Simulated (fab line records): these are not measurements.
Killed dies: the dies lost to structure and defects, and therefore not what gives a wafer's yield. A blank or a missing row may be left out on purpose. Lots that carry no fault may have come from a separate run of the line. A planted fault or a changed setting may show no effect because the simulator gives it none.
The tool behind it: which one?	flow gf180mcu	Sampling: 14 lots, 42 wafers, 4 of 602 route steps

## WHAT THE GAUGES SHOWED, per wafer
GF_STI_THK_MEAS_22. Usual: STI_OXIDATION_01_THK gives 15.0 nm (standard deviation 0.35).
lot	measured	on	STI_OXIDATION_01_THK (nm)	flag
L520	day 2 03:10	filmMetro-04	15.1 14.6 14.9	
L521	day 2 09:34	filmMetro-04	15.7 15.7 15.9	
L524	day 2 23:37	filmMetro-04	14.7 14.8 15.0	
L525	day 3 06:40	filmMetro-02	15.2 15.4 15.3	
L526	day 3 10:51	filmMetro-04	15.1 14.9 14.9	
L529	day 4 06:16	filmMetro-01	15.5 15.3 15.3	
L530	day 4 13:08	filmMetro-02	15.0 14.9 15.1	
L531	day 4 13:09	filmMetro-04	14.9 15.1 15.1	
L536	day 5 17:02	filmMetro-04	14.9 14.7 15.2	
L537	day 5 19:37	filmMetro-04	14.7 14.7 14.8	
L539	day 6 06:32	filmMetro-04	15.2 15.1 15.1	
L540	day 6 11:34	filmMetro-01	15.2 15.2 15.0	
L541	day 6 19:06	filmMetro-04	14.6 14.6 14.7	
L543	day 7 00:34	filmMetro-02	15.0 15.2 15.3	

GF_POLY_GATE_OVL_MEAS_11. Usual: POLY_GATE_OVL gives -1 nm (standard deviation 5.3).
lot	measured	on	POLY_GATE_OVL (nm)	flag
L520	day 9 00:52	overlay-02	-4 -1 -6	
L521	day 9 05:58	overlay-01	-9 0 -7	
L524	day 10 01:50	overlay-02	1 1 -1	
L525	day 10 14:46	overlay-02	-8 -7 -1	
L526	day 10 18:53	overlay-01	2 1 4	
L529	day 12 11:38	overlay-02	3 5 -1	
L530	day 12 18:44	overlay-01	-2 -8 -7	
L531	day 12 15:25	overlay-02	0 -1 2	
L536	day 14 05:20	overlay-01	1 3 1	
L537	day 14 12:58	overlay-01	-5 -5 -8	
L539	day 14 23:05	overlay-02	2 10 7	
L540	day 15 05:08	overlay-01	8 7 5	
L541	day 15 17:41	overlay-01	-4 -8 1	
L543	day 16 04:31	overlay-02	1 2 -5	

## EACH LOT AND THE TOOL THAT RAN IT (in order: tool; ch and the chambers of the sampled wafers; start)
lot	GF_STI_CMP_25	GF_VT_IMPLANT_SOFTBAKE_14
L520	cmp-01 ch 0,1, day 2 03:20	lithoTrack-03 ch 0, day 5 19:25
L521	cmp-02 ch 0,2,3, day 2 09:47	lithoTrack-03 ch 0, day 6 01:04
L524	cmp-02 ch 0,2, day 2 23:48	lithoTrack-03 ch 0, day 6 19:12
L525	cmp-01 ch 0,1,2, day 3 06:54	lithoTrack-01 ch 0, day 7 04:50
L526	cmp-01 ch 0,1,2, day 3 11:08	lithoTrack-04 ch 0, day 7 09:24
L529	cmp-01 ch 0,1,3, day 4 06:31	lithoTrack-04 ch 0, day 8 17:01
L530	cmp-02 ch 2,3, day 4 13:19	lithoTrack-03 ch 0, day 9 00:16
L531	cmp-01 ch 0,2,3, day 4 13:25	lithoTrack-03 ch 0, day 8 23:43
L536	cmp-01 ch 0,3, day 5 17:17	lithoTrack-03 ch 0, day 10 07:37
L537	cmp-02 ch 0,1,3, day 5 19:51	lithoTrack-03 ch 0, day 10 11:29
L539	cmp-01 ch 0,1,3, day 6 06:50	lithoTrack-04 ch 0, day 10 21:28
L540	cmp-02 ch 0,1,2, day 6 11:45	lithoTrack-04 ch 0, day 11 03:58
L541	cmp-02 ch 0,1, day 6 19:17	lithoTrack-04 ch 0, day 11 13:58
L543	cmp-01 ch 0,2,3, day 7 00:44	lithoTrack-01 ch 0, day 11 20:32
- GF_STI_CMP_25: polishes, stops on Si3N4, t overpolish 33 s, target thk 524.6 nm.
- GF_VT_IMPLANT_SOFTBAKE_14: time 60 s.

## WHAT THE TOOLS THEMSELVES READ (means of the sampled wafers that have a number; where no wafer has one, the mark that the record gives instead)
GF_STI_CMP_25. Usual: motorCurrentA 12.3 A, standard deviation 1.1; overpolishRunS 33.001 s, standard deviation 0.0083; timeToEndpointS 118 s, standard deviation 3.9.
lot	tool	motorCurrentA (A)	overpolishRunS (s)	timeToEndpointS (s)	flag
L520	cmp-01	12.2	33.000	121	
L521	cmp-02	12.7	32.998	120	
L524	cmp-02	12.7	33.007	124	
L525	cmp-01	12.4	33.000	117	
L526	cmp-01	12.7	33.003	120	
L529	cmp-01	11.8	33.002	118	
L530	cmp-02	12.5	32.995	111	
L531	cmp-01	12.1	33.008	113	
L536	cmp-01	11.1	33.000	114	
L537	cmp-02	13.0	32.999	119	
L539	cmp-01	11.4	33.004	120	
L540	cmp-02	12.5	33.003	113	
L541	cmp-02	12.3	33.000	116	
L543	cmp-01	12.3	33.001	113	

GF_VT_IMPLANT_SOFTBAKE_14. Usual: exhaustPa 45.0 Pa, standard deviation 1.1; plateTempC 90.00 C, standard deviation 0.13; runLengthS 89.34 s, standard deviation 0.23.
lot	tool	exhaustPa (Pa)	plateTempC (C)	runLengthS (s)	flag
L520	lithoTrack-03	44.0	89.97	89.49	
L521	lithoTrack-03	45.9	90.08	89.39	
L524	lithoTrack-03	44.8	89.84	89.47	
L525	lithoTrack-01	44.0	90.07	89.50	
L526	lithoTrack-04	43.9	89.92	89.11	
L529	lithoTrack-04	45.3	89.91	89.03	
L530	lithoTrack-03	45.9	89.95	89.55	
L531	lithoTrack-03	46.1	90.15	89.48	
L536	lithoTrack-03	45.7	90.07	102.80	OFF
L537	lithoTrack-03	47.0	90.00	102.76	OFF
L539	lithoTrack-04	45.2	90.16	89.12	
L540	lithoTrack-04	47.2	90.06	89.16	
L541	lithoTrack-04	44.6	89.95	89.09	
L543	lithoTrack-01	44.6	89.88	89.52	

## THE ANSWER, worked out from the rows above alone
Rule: a lot is off if the mean of its wafers that have a number lies more than 3 standard deviations from the usual mean. Also off: a lot with no number at a reading for which 4 or more lots have one. The other lots that the step has rows for count as sound. After the gauges, taken in route order, come the tools' own readings; for these a lot's mean is taken, as printed above. At the first step where some lot is off, the reading lying furthest off is the one used; lots without a number count as furthest.
Off at GF_VT_IMPLANT_SOFTBAKE_14 (runLengthS): L536, L537.
If a tool, at that step or one of the process steps before it, ran each lot that is off and ran no sound lot following the first of them, it fits. One fits: lithoTrack-03 at GF_VT_IMPLANT_SOFTBAKE_14. Its last sound lot is L530 (day 9 00:16), its first lot that is off L536 (day 10 07:37): a fault that began between those two fits.
On the lots that are off, the tool's own readings at GF_VT_IMPLANT_SOFTBAKE_14 differ by more than 5 times the standard deviation of the sound lots' means, which bears it out; runLengthS reads 102.78 s there versus 89.33 s on the sound lots.

## WHAT HAD BEEN PUT IN BY THE SIMULATOR
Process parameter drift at GF_VT_IMPLANT_SOFTBAKE_14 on lithoTrack-03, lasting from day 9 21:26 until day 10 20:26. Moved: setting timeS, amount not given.
Struck lots among those shown: L536, L537. This agrees with what the rule above found.
